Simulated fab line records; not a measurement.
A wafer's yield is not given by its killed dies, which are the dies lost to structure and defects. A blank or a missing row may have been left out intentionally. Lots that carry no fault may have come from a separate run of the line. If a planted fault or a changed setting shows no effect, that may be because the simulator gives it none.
fab line records | flow sky130
record lots=6 | wafers=18 | last_day=50
route steps=708 shown LDD_N@244 LDD_P@255 PAD_OPEN@708
lots that met no fault: taken from a fault-free run of the same line
start_h: start of the lot's first displayed wafer, in hours after the record's first day | wait_h: how many hours have passed since the lot's step before this one | " repeats the value in the row above | L1.1+2: one row covering several wafers at once | - either no value or no given start | * or withheld: withheld | < > ~ a bound
route shown NAME@n: a module of which the file shows steps, and the number in the route of the first | usual: mean/standard deviation taken from wafers without a fault | same: alike in all rows | chamber/n: place in a boat | sites: the reading at each site | _std_site: their standard deviation | _edge_site: the outer-site mean with the inner-site mean subtracted | radius_mm: for every site, how far away it sits from the centre of the wafer | mask NAME#n: copy n | behind: the tool/chamber that last shaped the wafer | hold: why the lot was held/for how many hours/how that ended | device: the transistor (n, p or np) that didn't switch | end of line: at the end of the route, the tests of the same wafers | a step without rows: its recipe alone | killed: count of dies lost to structure and defects at first sort (not the wafer's yield) | map: shows each die of a wafer: x if killed, . if not, _ if none is there
set.NAME: the setting that was run; set.NAME@STEP: the one run at that earlier step | model.NAME: the simulator's own value behind a step, which no gauge read
lots at selected steps of the route; one table per step, one row per wafer
services: a tool's chamber out of use, with start hour (start_h, from the record's first day; less than 0 if before it), hours out, and reason
## steps
# step SKY_LDD_N_OVL_MEAS_07
# usual LDD_N_OVL=0.7/1.1
lot.wafer | tool       | chamber | start_h | wait_h | LDD_N_OVL[nm]
L263.1    | overlay-01 | -       | 446.74  | 0.1    | 0.3
L263.2    | "          | -       | "       | "      | 0.0
L263.3    | "          | -       | "       | "      | -1.1
L268.1    | overlay-01 | -       | 482.74  | 0.1    | 1.5
L268.3    | "          | -       | "       | "      | 2.3
L268.5    | "          | -       | "       | "      | 0.4
L270.1    | overlay-02 | -       | 500.89  | 0.1    | 1.9
L270.2    | "          | -       | "       | "      | 1.9
L270.5    | "          | -       | "       | "      | 2.8
L278.1    | overlay-02 | -       | 570.34  | 0.1    | 1.0
L278.4    | "          | -       | "       | "      | 1.9
L278.6    | "          | -       | "       | "      | 0.5
L280.1    | overlay-01 | -       | 582.38  | 0.1    | 1.1
L280.2    | "          | -       | "       | "      | 1.1
L280.5    | "          | -       | "       | "      | 0.4
L281.2    | overlay-02 | -       | 591.80  | 0.1    | 1.4
L281.4    | "          | -       | "       | "      | 1.7
L281.5    | "          | -       | "       | "      | 0.2
# step SKY_LDD_N_IMPLANT_08
# recipe species=As | energy_kev=20 | dose_cm2=7.5e+13 | tilt_deg=withheld | rotation_deg=23
# step SKY_LDD_N_IMPLANT_09
# recipe species=As | energy_kev=20 | dose_cm2=7.5e+13 | tilt_deg=withheld | rotation_deg=113
# step SKY_LDD_N_IMPLANT_10
# recipe species=As | energy_kev=20 | dose_cm2=7.5e+13 | tilt_deg=withheld | rotation_deg=203
# step SKY_LDD_N_IMPLANT_11
# recipe species=As | energy_kev=20 | dose_cm2=7.5e+13 | tilt_deg=withheld | rotation_deg=293
# step SKY_LDD_N_IMPLANT_12
# recipe species=BF2 | energy_kev=50 | dose_cm2=5e+12 | tilt_deg=30 | rotation_deg=0
# step SKY_LDD_N_IMPLANT_13
# recipe species=BF2 | energy_kev=50 | dose_cm2=5e+12 | tilt_deg=30 | rotation_deg=90
# step SKY_LDD_N_IMPLANT_14
# recipe species=BF2 | energy_kev=50 | dose_cm2=5e+12 | tilt_deg=30 | rotation_deg=180
# step SKY_LDD_N_IMPLANT_15
# recipe species=BF2 | energy_kev=50 | dose_cm2=5e+12 | tilt_deg=30 | rotation_deg=270
# step SKY_LDD_N_STRIP_16
# recipe chemistry=O2/N2 | power_w=1400 | pressure_mtorr=1500 | platen_temp_c=withheld | o2_flow_sccm=3000 | n2_flow_sccm=300 | overash_fraction=0.5
# usual drypump_motor_current_A=5.7/0.47 | n2_flow_sccm=300.0/0.77 | oes_product_au=0.406/0.0043 | strip_time_to_endpoint_s=4.311/0.014
lot.wafer | tool            | chamber | start_h | wait_h | drypump_motor_current_A | n2_flow_sccm | oes_product_au | rf_hours_counter_h | strip_time_to_endpoint_s
L263.1    | plasma_asher-03 | 1       | 447.98  | 0.1    | 6.2                     | 300.6        | 0.401          | 33                 | 4.329
L263.2    | "               | 0       | "       | "      | 6.2                     | 300.7        | 0.406          | 33                 | 4.318
L263.3    | "               | 1       | "       | "      | 6.2                     | 301.0        | 0.404          | -                  | 4.329
L268.1    | plasma_asher-04 | 1       | 483.98  | 0.1    | 4.9                     | 300.7        | 0.403          | 5                  | 4.288
L268.3    | "               | 0       | "       | "      | 5.6                     | 299.1        | 0.402          | -                  | 4.302
L268.5    | "               | 1       | "       | "      | 4.9                     | 300.5        | 0.404          | -                  | 4.324
L270.1    | plasma_asher-04 | 1       | 502.13  | 0.1    | 4.9                     | 300.9        | 0.407          | 7                  | 4.296
L270.2    | "               | 0       | "       | "      | 5.6                     | 300.3        | 0.409          | 7                  | 4.307
L270.5    | "               | 1       | "       | "      | 4.9                     | 300.7        | 0.411          | -                  | 4.297
L278.1    | plasma_asher-04 | 1       | 571.58  | 0.1    | 4.9                     | 300.1        | 0.405          | 14                 | 4.299
L278.4    | "               | 0       | "       | "      | 5.6                     | 299.0        | 0.411          | -                  | 4.324
L278.6    | "               | 1       | "       | "      | 4.9                     | 299.9        | 0.407          | -                  | 4.316
L280.1    | plasma_asher-03 | 1       | 583.62  | 0.1    | 6.2                     | 300.2        | 0.408          | 47                 | 4.295
L280.2    | "               | 0       | "       | "      | 6.2                     | 300.8        | 0.405          | 47                 | 4.300
L280.5    | "               | 1       | "       | "      | 6.3                     | 299.8        | 0.407          | -                  | 4.286
L281.2    | plasma_asher-04 | 0       | 593.03  | 0.1    | 5.6                     | 300.5        | 0.405          | 17                 | 4.301
L281.4    | "               | 1       | "       | "      | 4.9                     | 301.5        | 0.414          | -                  | 4.320
L281.5    | "               | 0       | "       | "      | 5.6                     | 300.0        | 0.411          | -                  | 4.317
# step SKY_LDD_N_TW_MEAS_17
# usual LDD_N_TW=2552/16
lot.wafer | tool          | chamber | start_h | wait_h | LDD_N_TW
L263.1    | film_metro-02 | -       | 448.08  | 0.1    | 2537
L263.2    | "             | -       | "       | "      | 2543
L263.3    | "             | -       | "       | "      | 2551
L268.1    | film_metro-03 | -       | 484.08  | 0.1    | 2564
L268.3    | "             | -       | "       | "      | 2555
L268.5    | "             | -       | "       | "      | 2551
L270.1    | film_metro-01 | -       | 502.23  | 0.1    | 2540
L270.2    | "             | -       | "       | "      | 2555
L270.5    | "             | -       | "       | "      | 2549
L278.1    | film_metro-03 | -       | 571.68  | 0.1    | 2539
L278.4    | "             | -       | "       | "      | 2546
L278.6    | "             | -       | "       | "      | 2535
L280.1    | film_metro-03 | -       | 583.72  | 0.1    | 2527
L280.2    | "             | -       | "       | "      | 2519
L280.5    | "             | -       | "       | "      | 2523
L281.2    | film_metro-01 | -       | 593.14  | 0.1    | 2546
L281.4    | "             | -       | "       | "      | 2566
L281.5    | "             | -       | "       | "      | 2558
# step SKY_LDD_P_DEHYDRATE_00
# recipe temp_c=200 | time_s=60
# step SKY_LDD_P_HMDS_01
# recipe prime_time_s=60 | prime_temp_c=120
# usual exhaust_pa=45.3/0.91 | prime_temp_c=120.01/0.13
lot.wafer | tool           | chamber | start_h | wait_h | exhaust_pa | prime_temp_c
L263.1    | litho_track-01 | 0       | 462.58  | 0.1    | 44.9       | 119.88
L263.2    | "              | 0       | "       | "      | 44.0       | 120.26
L263.3    | "              | 0       | "       | "      | 44.9       | 120.07
L268.1    | litho_track-01 | 0       | 498.98  | 0.1    | 44.6       | 116.73
L268.3    | "              | 0       | "       | "      | 44.8       | 116.89
L268.5    | "              | 0       | "       | "      | 45.2       | 116.88
L270.1    | litho_track-01 | 0       | 517.03  | 0.1    | 45.4       | 117.05
L270.2    | "              | 0       | "       | "      | 44.9       | 116.65
L270.5    | "              | 0       | "       | "      | 44.5       | 116.84
L278.1    | litho_track-02 | 0       | 585.53  | 0.1    | 44.9       | 120.16
L278.4    | "              | 0       | "       | "      | 45.6       | 119.86
L278.6    | "              | 0       | "       | "      | 44.5       | 120.01
L280.1    | litho_track-01 | 0       | 597.88  | 0.1    | 45.8       | 120.18
L280.2    | "              | 0       | "       | "      | 46.0       | 120.13
L280.5    | "              | 0       | "       | "      | 45.5       | 120.04
L281.2    | litho_track-01 | 0       | 607.25  | 0.1    | 46.3       | 120.25
L281.4    | "              | 0       | "       | "      | 45.4       | 120.09
L281.5    | "              | 0       | "       | "      | 45.7       | 120.14
# step SKY_LDD_P_COAT_02
# recipe resist=NOVOLAK | spin_rpm=3000 | resist_thk_nm=1140
# step SKY_PAD_OPEN_PROBE_99
# usual killed_at_M0_to_M3=43/7.8 | killed_at_M4_up=3.2/1.9 | killed_at_contacts=24/5 | killed_at_front_end=14/4.5 | killed_at_other=0.2/0.41 | killed_dies=84/9.6 | killed_open=47/6.9 | killed_short=38/6
# same gross_dies=492 | killed_at_back_side=0
lot.wafer | tool      | chamber | start_h | wait_h | killed_at_M0_to_M3 | killed_at_M4_up | killed_at_contacts | killed_at_front_end | killed_at_other | killed_dies | killed_open | killed_short
L263.1    | prober-01 | -       | 1105.22 | 0.1    | 43                 | 3               | 28                 | 14                  | 0               | 88          | 44          | 44
L263.2    | prober-01 | -       | 1105.27 | 0.1    | 36                 | 4               | 18                 | 15                  | 1               | 74          | 40          | 34
L263.3    | prober-01 | -       | 1105.32 | 0.2    | 41                 | 1               | 24                 | 12                  | 0               | 78          | 42          | 36
L268.1    | prober-01 | -       | 1124.15 | 0.1    | 50                 | 3               | 24                 | 14                  | 1               | 92          | 57          | 35
L268.3    | prober-01 | -       | 1124.25 | 0.2    | 57                 | 1               | 16                 | 10                  | 0               | 84          | 50          | 34
L268.5    | prober-01 | -       | 1124.35 | 0.2    | 49                 | 3               | 22                 | 11                  | 0               | 85          | 51          | 34
L270.1    | prober-01 | -       | 1139.46 | 0.1    | 36                 | 7               | 23                 | 16                  | 0               | 82          | 42          | 40
L270.2    | prober-01 | -       | 1139.51 | 0.1    | 47                 | 2               | 16                 | 16                  | 1               | 82          | 41          | 41
L270.5    | prober-01 | -       | 1139.66 | 0.2    | 44                 | 2               | 20                 | 16                  | 0               | 82          | 46          | 36
L278.1    | prober-01 | -       | 1180.10 | 0.1    | 43                 | 3               | 21                 | 12                  | 0               | 79          | 43          | 36
L278.4    | prober-01 | -       | 1180.25 | 0.2    | 35                 | 1               | 23                 | 23                  | 0               | 82          | 44          | 38
L278.6    | prober-01 | -       | 1180.35 | 0.2    | 48                 | 2               | 19                 | 17                  | 0               | 86          | 46          | 40
L280.1    | prober-01 | -       | 1187.67 | 0.1    | 48                 | 2               | 22                 | 10                  | 1               | 83          | 49          | 34
L280.2    | prober-01 | -       | 1187.72 | 0.1    | 40                 | 4               | 18                 | 10                  | 0               | 72          | 48          | 24
L280.5    | prober-01 | -       | 1187.87 | 0.2    | 40                 | 5               | 30                 | 12                  | 1               | 88          | 41          | 47
L281.2    | prober-02 | -       | 1190.29 | 0.1    | 49                 | 1               | 17                 | 15                  | 2               | 84          | 44          | 40
L281.4    | prober-02 | -       | 1190.39 | 0.2    | 46                 | 2               | 34                 | 13                  | 0               | 95          | 51          | 44
L281.5    | prober-02 | -       | 1190.44 | 0.2    | 52                 | 1               | 15                 | 15                  | 0               | 83          | 46          | 37
# killed by level:class
L263.1 VIA1:geometric_particle:open=10 VIA2:geometric_particle:open=9 LI_CONTACT:geometric_particle:open=8 CONTACT:geometric_particle:short=8 VIA1:geometric_particle:short=5 LI_CONTACT:geometric_particle:short=4 CONTACT:geometric_particle:open=4 METAL1:geometric_particle:short=4
L263.2 VIA1:geometric_particle:short=7 LI_CONTACT:geometric_particle:open=6 VIA3:geometric_particle:open=6 CONTACT:geometric_particle:open=5 VIA2:geometric_particle:open=5 METAL1:geometric_particle:short=4 METAL2:geometric_particle:short=4 FIELD_ISO:geometric_particle:open=3
L263.3 CONTACT:geometric_particle:open=14 VIA1:geometric_particle:open=8 METAL2:geometric_particle:short=6 VIA1:geometric_particle:short=6 CONTACT:geometric_particle:short=5 VIA2:geometric_particle:open=5 VIA3:geometric_particle:short=5 VIA3:geometric_particle:open=4
L268.1 VIA1:geometric_particle:open=11 CONTACT:geometric_particle:open=11 VIA3:geometric_particle:open=9 VIA2:geometric_particle:open=8 LI_CONTACT:geometric_particle:open=6 CONTACT:geometric_particle:short=6 POLY_GATE:geometric_particle:short=4 VIA2:geometric_particle:short=4
L268.3 VIA3:geometric_particle:open=12 VIA1:geometric_particle:open=12 VIA1:geometric_particle:short=7 VIA2:geometric_particle:open=6 METAL1:geometric_particle:short=5 LI_CONTACT:geometric_particle:open=5 FIELD_ISO:geometric_particle:open=3 POLY_GATE:geometric_particle:open=3
L268.5 VIA1:geometric_particle:open=14 VIA1:geometric_particle:short=11 CONTACT:geometric_particle:open=9 VIA2:geometric_particle:open=7 VIA3:geometric_particle:open=7 LI_CONTACT:geometric_particle:open=5 LOCAL_INTERCONNECT:geometric_particle:short=4 POLY_GATE:geometric_particle:short=4
L270.1 VIA1:geometric_particle:open=12 LI_CONTACT:geometric_particle:open=7 CONTACT:geometric_particle:open=6 FIELD_ISO:geometric_particle:short=5 LI_CONTACT:geometric_particle:short=5 METAL4:geometric_particle:short=5 FIELD_ISO:geometric_particle:open=4 CONTACT:geometric_particle:short=4
L270.2 VIA1:geometric_particle:open=16 METAL1:geometric_particle:short=8 METAL2:geometric_particle:short=8 FIELD_ISO:geometric_particle:short=6 LI_CONTACT:geometric_particle:open=5 CONTACT:geometric_particle:short=5 POLY_GATE:geometric_particle:short=4 METAL2:geometric_particle:open=4
L270.5 VIA1:geometric_particle:open=13 METAL2:geometric_particle:short=9 VIA2:geometric_particle:open=7 LI_CONTACT:geometric_particle:open=6 CONTACT:geometric_particle:open=6 FIELD_ISO:geometric_particle:short=5 FIELD_ISO:geometric_particle:open=5 CONTACT:geometric_particle:short=5
L278.1 CONTACT:geometric_particle:open=14 VIA1:geometric_particle:open=11 METAL2:geometric_particle:short=9 METAL1:geometric_particle:short=5 VIA2:geometric_particle:open=5 POLY_GATE:geometric_particle:short=4 VIA2:geometric_particle:short=3 LI_CONTACT:geometric_particle:open=3
L278.4 LI_CONTACT:geometric_particle:open=10 VIA1:geometric_particle:open=7 VIA3:geometric_particle:open=7 FIELD_ISO:geometric_particle:short=6 POLY_GATE:geometric_particle:open=6 METAL1:geometric_particle:short=5 CONTACT:geometric_particle:open=4 METAL2:geometric_particle:short=4
L278.6 METAL1:geometric_particle:short=8 FIELD_ISO:geometric_particle:short=7 CONTACT:geometric_particle:open=7 VIA3:geometric_particle:open=7 VIA1:geometric_particle:open=6 METAL2:geometric_particle:short=6 VIA2:geometric_particle:open=6 FIELD_ISO:geometric_particle:open=5
L280.1 VIA1:geometric_particle:open=13 LI_CONTACT:geometric_particle:open=8 VIA2:geometric_particle:open=8 METAL2:geometric_particle:short=8 CONTACT:geometric_particle:open=6 VIA3:geometric_particle:open=6 CONTACT:geometric_particle:short=5 METAL1:geometric_particle:short=5
L280.2 CONTACT:geometric_particle:open=12 VIA1:geometric_particle:open=12 VIA3:geometric_particle:open=7 FIELD_ISO:geometric_particle:short=5 VIA1:geometric_particle:short=5 METAL1:geometric_particle:short=4 LI_CONTACT:geometric_particle:open=3 VIA2:geometric_particle:open=3
L280.5 VIA1:geometric_particle:open=11 LI_CONTACT:geometric_particle:open=9 METAL1:geometric_particle:short=8 LOCAL_INTERCONNECT:geometric_particle:short=7 CONTACT:geometric_particle:short=6 VIA3:geometric_particle:open=5 CONTACT:geometric_particle:open=5 FIELD_ISO:geometric_particle:short=4
L281.2 VIA1:geometric_particle:open=10 VIA2:geometric_particle:open=9 METAL2:geometric_particle:short=7 CONTACT:geometric_particle:open=6 VIA2:geometric_particle:short=6 VIA3:geometric_particle:open=6 FIELD_ISO:geometric_particle:open=4 POLY_GATE:geometric_particle:short=4
L281.4 CONTACT:geometric_particle:open=15 VIA1:geometric_particle:open=14 CONTACT:geometric_particle:short=9 METAL2:geometric_particle:short=7 LI_CONTACT:geometric_particle:open=6 VIA2:geometric_particle:open=5 METAL1:geometric_particle:short=4 VIA1:geometric_particle:short=4
L281.5 VIA1:geometric_particle:open=10 VIA2:geometric_particle:open=9 METAL2:geometric_particle:short=7 VIA3:geometric_particle:open=6 POLY_GATE:geometric_particle:open=5 LI_CONTACT:geometric_particle:open=5 METAL1:geometric_particle:short=5 POLY_GATE:geometric_particle:short=4
## services
tool            | chamber | start_h | hours | kind
plasma_asher-03 | -       | 424.96  | 4.3   | pm
plasma_asher-04 | 0       | 430.25  | -     | clean
plasma_asher-04 | 1       | 430.25  | -     | clean
plasma_asher-04 | -       | 462.35  | 2.8   | pm
plasma_asher-03 | -       | 474.88  | 5.8   | pm
plasma_asher-04 | -       | 519.57  | 1.4   | repair
plasma_asher-04 | -       | 595.59  | 1.7   | repair
## key
first_sign step=SKY_LDD_P_HMDS_01 | reading=prime_temp_c | direction=down | sigmas=25 | usual=* | struck=*
effect none on later readings
met_at SKY_LDD_P_HMDS_01
struck_wafers L268.1,L268.3,L268.5,L270.1,L270.2,L270.5
tester_left_out L268,L270
onset_between 462.58 498.98
fault kind=process_parameter_drift | tool=litho_track-01 | chamber=- | onset_h=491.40 | steps=SKY_LDD_P_HMDS_01 | channel=prime_temp_c | offset=* | shape=step | end_h=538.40 | acts_in=* | stated=*
# tester_left_out: of these lots the tester's yield and bins aren't shown, on N5 and GAA mostly nor the transistor test; their killed dies are dies lost to structure and defects alone, not to doping, threshold or leakage, so they don't give the yield
